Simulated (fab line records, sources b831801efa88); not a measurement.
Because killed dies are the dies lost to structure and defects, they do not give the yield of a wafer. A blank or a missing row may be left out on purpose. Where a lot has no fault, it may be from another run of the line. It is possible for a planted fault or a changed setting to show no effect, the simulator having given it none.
The tool behind it: which one?	flow gf180mcu	13 lots, 39 wafers sampled, at 4 steps of a route of 602

## WHAT EACH GAUGE READ, for each wafer
GF_STI_THK_MEAS_02. Usual: STI_OXIDATION_THK gives 10.02 nm (standard deviation 0.23).
lot	measured	on	STI_OXIDATION_THK (nm)	flag
L272	day 1 11:49	film metro-01	10.08 9.95 10.05	
L273	day 1 17:59	film metro-01	10.06 9.91 9.86	
L274	day 1 21:31	film metro-03	10.13 10.34 10.19	
L275	day 2 02:31	film metro-01	9.95 10.13 10.14	
L276	day 2 07:31	film metro-01	9.70 9.79 9.62	
L277	day 2 12:34	film metro-01	10.49 10.28 10.29	
L279	day 2 22:31	film metro-04	9.88 10.11 10.14	
L280	day 3 03:31	film metro-04	10.36 10.31 10.24	
L282	day 3 13:31	film metro-04	9.66 9.54 9.66	
L286	day 4 10:24	film metro-04	10.02 10.05 9.95	
L289	day 5 00:31	film metro-04	10.16 10.21 10.34	
L293	day 5 20:31	film metro-04	10.05 10.01 9.98	
L295	day 6 06:31	film metro-01	10.15 10.04 10.23	

GF_DUAL_GATE_THK_MEAS_03. Usual: DUAL_GATE_OXIDATION_00_THK gives 10.84 nm (standard deviation 0.18).
lot	measured	on	DUAL_GATE_OXIDATION_00_THK (nm)	flag
L272	day 7 17:10	film metro-01	10.97 11.17 11.10	
L273	day 7 23:58	film metro-03	11.01 10.69 10.85	
L274	day 8 04:55	film metro-03	11.13 11.00 10.97	
L275	day 8 16:06	film metro-01	10.90 10.70 10.72	
L276	day 8 19:40	film metro-03	10.63 10.41 10.66	
L277	day 9 03:10	film metro-01	10.69 10.78 10.67	
L279	day 9 17:39	film metro-03	16.91 16.72 16.77	OFF
L280	day 9 22:36	film metro-04	16.60 16.81 17.11	OFF
L282	day 10 12:13	film metro-03	10.97 10.85 10.78	
L286	day 11 13:37	film metro-04	10.91 11.02 10.84	
L289	day 12 09:46	film metro-04	11.04 11.18 11.07	
L293	day 13 15:16	film metro-01	10.86 10.93 10.98	
L295	day 14 05:25	film metro-04	10.93 10.89 10.71	

## WHICH TOOL RAN EACH LOT (tool, then ch and the chambers of the sampled wafers, then the start)
lot	GF_STI_CMP_25	GF_DUAL_GATE_OXIDATION_02
L272	cmp-02 ch 1,2,3, day 2 04:33	furnace-01 ch 0, day 7 15:43
L273	cmp-01 ch 1,2,3, day 2 10:00	furnace-02 ch 0, day 7 22:31
L274	cmp-02 ch 1,3, day 2 13:55	furnace-01 ch 0, day 8 03:28
L275	cmp-02 ch 1,2,3, day 2 20:47	furnace-01 ch 0, day 8 14:38
L276	cmp-02 ch 0,2,3, day 3 00:22	furnace-02 ch 0, day 8 18:13
L277	cmp-01 ch 0,2,3, day 3 05:17	furnace-01 ch 0, day 9 01:42
L279	cmp-02 ch 0,1,3, day 3 16:37	furnace-01 ch 0, day 9 14:35
L280	cmp-02 ch 1,3, day 3 19:57	furnace-02 ch 0, day 9 19:26
L282	cmp-01 ch 0,1,2, day 4 07:09	furnace-02 ch 0, day 10 10:46
L286	cmp-02 ch 0,1,2, day 5 04:32	furnace-02 ch 0, day 11 12:10
L289	cmp-01 ch 0,2,3, day 5 19:00	furnace-01 ch 0, day 12 08:19
L293	cmp-01 ch 0,2,3, day 6 15:36	furnace-02 ch 0, day 13 13:49
L295	cmp-02 ch 0,1,2, day 7 02:32	furnace-02 ch 0, day 14 03:59
- GF_STI_CMP_25: polishes, stops on Si3N4, t overpolish 33 s, target thk 524.6 nm.
- GF_DUAL_GATE_OXIDATION_02: stabilise 600 s, purge 300 s, target thk 10.887 nm.

## WHAT THE TOOLS THEMSELVES READ (means of the sampled wafers that have a number; where no wafer has one, the mark that the record gives instead)
GF_STI_CMP_25. Usual: motor current A 12.2 A, standard deviation 2; overpolish run s 33.000 s, standard deviation 0.0096; time to endpoint s 120 s, standard deviation 4.7.
lot	tool	motor current A (A)	overpolish run s (s)	time to endpoint s (s)	flag
L272	cmp-02	13.3	33.002	120	
L273	cmp-01	11.4	32.994	123	
L274	cmp-02	14.1	33.000	118	
L275	cmp-02	13.0	32.988	119	
L276	cmp-02	12.0	32.997	118	
L277	cmp-01	11.4	33.001	126	
L279	cmp-02	12.7	33.001	119	
L280	cmp-02	12.4	32.996	120	
L282	cmp-01	10.7	33.004	122	
L286	cmp-02	14.0	33.002	119	
L289	cmp-01	11.7	32.998	126	
L293	cmp-01	11.5	33.000	133	
L295	cmp-02	13.6	32.995	123	

GF_DUAL_GATE_OXIDATION_02. Usual: spike tc centre C 901.6 C, standard deviation 1.2; spike tc upper C 899.7 C, standard deviation 1.
lot	tool	spike tc centre C (C)	spike tc upper C (C)	flag
L272	furnace-01	903.3	899.4	
L273	furnace-02	900.9	900.4	
L274	furnace-01	902.5	898.1	
L275	furnace-01	902.1	898.9	
L276	furnace-02	901.3	899.3	
L277	furnace-01	901.9	898.7	
L279	furnace-01	902.6	898.9	
L280	furnace-02	900.8	900.1	
L282	furnace-02	901.0	900.4	
L286	furnace-02	901.2	899.6	
L289	furnace-01	902.8	899.6	
L293	furnace-02	900.6	899.6	
L295	furnace-02	902.6	899.3	

## THE ANSWER, worked out from the rows above alone
Rule: take the mean of a lot's wafers that have a number; if it is more than 3 standard deviations from the usual mean, the lot is off. Also off: a lot with no number at a reading for which 4 or more lots have one. The other lots that the step has rows for count as sound. After the gauges, taken in route order, come the tools' own readings; for these a lot's mean is taken, as printed above. The first step at which some lot is off is used, and at that step the reading that is off furthest; a lot without a number counts as furthest.
Off: L279, L280, at GF_DUAL_GATE_THK_MEAS_03 (DUAL_GATE_OXIDATION_00_THK).
A tool fits if, at a process step before that reading, it ran every lot that is off, and no sound lot after the first of them. The gauges at GF_DUAL_GATE_THK_MEAS_03 are tried like those tools. Not one of the candidates tried fits.

## WHAT WAS PUT IN BY THE SIMULATOR
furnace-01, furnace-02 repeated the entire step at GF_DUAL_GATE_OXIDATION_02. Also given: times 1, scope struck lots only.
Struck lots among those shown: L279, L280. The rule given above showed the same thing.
